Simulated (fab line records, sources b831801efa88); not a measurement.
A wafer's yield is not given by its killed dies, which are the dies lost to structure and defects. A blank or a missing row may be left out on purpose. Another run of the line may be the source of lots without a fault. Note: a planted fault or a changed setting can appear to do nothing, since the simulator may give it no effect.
Struck lot and sound lot, side by side + flow sfq_line + 14 steps out of a route of 325
Sound: the wafers L704.1, L704.2, L704.4. Struck: wafer L712.6 (L712.2, L712.5, from the same lot, were not struck and are left out); the cause is given at the end.
For every step that has rows: the tool of each side, followed by ch and its chambers, followed by its first start. Under that, the readings that differ: sound wafers + struck wafers + difference of the means + sigmas: that difference in standard deviations of wafers without a fault.
alike: readings with means less than 2 such deviations apart, plus words and numbers identical on both sides. not compared: withheld readings, readings lacking a value on some wafer, bounds such as >300 that could conceal the same value, and numbers that have no deviation in the record and whose values overlap.
The two part at a step that has a row with sigmas, a row that says differs or no value, or rows on one side only. Non-overlapping numbers with no deviation appear without sigmas and do not part them. Lack of a reading on every wafer of one side parts them only where that side has two or more wafers.

first, 7 steps without rows for these wafers: SFQ_TRILAYER_JJ_CE_STRIP_SOLV_CLEAN_121 (cleans in NMP, time 600 s); SFQ_TRILAYER_M5_LITHO_COAT_128 (resist thk 62 nm); SFQ_TRILAYER_M5_LITHO_COAT_123 (resist thk 600 nm); SFQ_TRILAYER_M5_LITHO_SOFTBAKE_127; SFQ_TRILAYER_M5_LITHO_EXPOSE_124 (exposes mask M5, target cd 700 nm); SFQ_TRILAYER_M5_LITHO_PEB_126 (peb time 60 s); SFQ_TRILAYER_M5_LITHO_DEVELOP_125 (time 60 s).
SFQ_M5_OVL_MEAS_932:
  sound: overlay-02 at day 74 02:38; struck: overlay-02 at day 77 01:10
  alike: M5_OVL
SFQ_TRILAYER_M5_BARC_OPEN_METAL_ETCH_161: etches BARC in O2, target depth 125 nm, time 41.7 s.
  sound on rie_metal-01 ch 0,1, day 74 02:41; struck on rie_metal-01 ch 0, day 77 01:12
  alike: drypump_motor_current_A, oes_product_au
  not compared: rf_hours_counter_h
SFQ_TRILAYER_M5_ETCH_METAL_ETCH_126: etches Nb in Cl2/BCl3, stops on SiO2, time 203.2 s, target depth 265 nm.
  sound on rie_metal-01 ch 0,1, day 74 02:44; struck on rie_metal-01 ch 0, day 77 01:16
| reading               | sound             | struck | difference | sigmas |
|-----------------------|-------------------|--------|------------|--------|
| oes_product_au (a.u.) | 0.718 0.727 0.733 | 0.737  | +0.011     | +2     |
  alike: drypump_motor_current_A
  not compared: rf_hours_counter_h
SFQ_TRILAYER_M5_STRIP_STRIP_127: strips in O2.
  sound on rie_metal-01 ch 0,1, day 74 02:56; struck on rie_metal-01 ch 0, day 77 01:28
  alike: drypump_motor_current_A, oes_product_au, platen_temp_c
  not compared: rf_hours_counter_h
then, 1 step without rows for these wafers: SFQ_TRILAYER_M5_STRIP_SOLV_CLEAN_128 (cleans in NMP, time 600 s).
SFQ_TRILAYER_A5B_DEP_PECVD_129: deposits SiO2 from SiH4/N2O, time 133.33 s, target thk 600 nm.
  sound on pecvd-03 ch 0,2, day 74 03:42; struck on pecvd-02 ch 2, day 77 02:14
| reading                                              | sound             | struck | difference | sigmas |
|------------------------------------------------------|-------------------|--------|------------|--------|
| run_length_s (s)                                     | 161.4 161.2 162.3 | 188.3  | +26.7      | +53    |
| model.SiO2_of_TRILAYER_A5B_DEP_PECVD_129.thk_nm (nm) | 603.3 589.1 609.1 | 707.1  | +106.6     |        |
  alike: heater_power_w, throttle_valve_pct
SFQ_TRILAYER_A5B_CMP_CMP_130: polishes, stops on Nb, target thk 340.7 nm.
  sound on cmp-01 ch 1,2,3, day 74 07:55; struck on cmp-02 ch 0, day 77 04:19
  alike: motor_current_A, platen_rpm

WHERE THEY PART
At SFQ_TRILAYER_M5_ETCH_METAL_ETCH_126 first; at SFQ_TRILAYER_A5B_DEP_PECVD_129 last (within this record only). Later steps at which nothing parts them and some readings are alike: SFQ_TRILAYER_A5B_CMP_CMP_130.

WHY: the cause the simulator had injected
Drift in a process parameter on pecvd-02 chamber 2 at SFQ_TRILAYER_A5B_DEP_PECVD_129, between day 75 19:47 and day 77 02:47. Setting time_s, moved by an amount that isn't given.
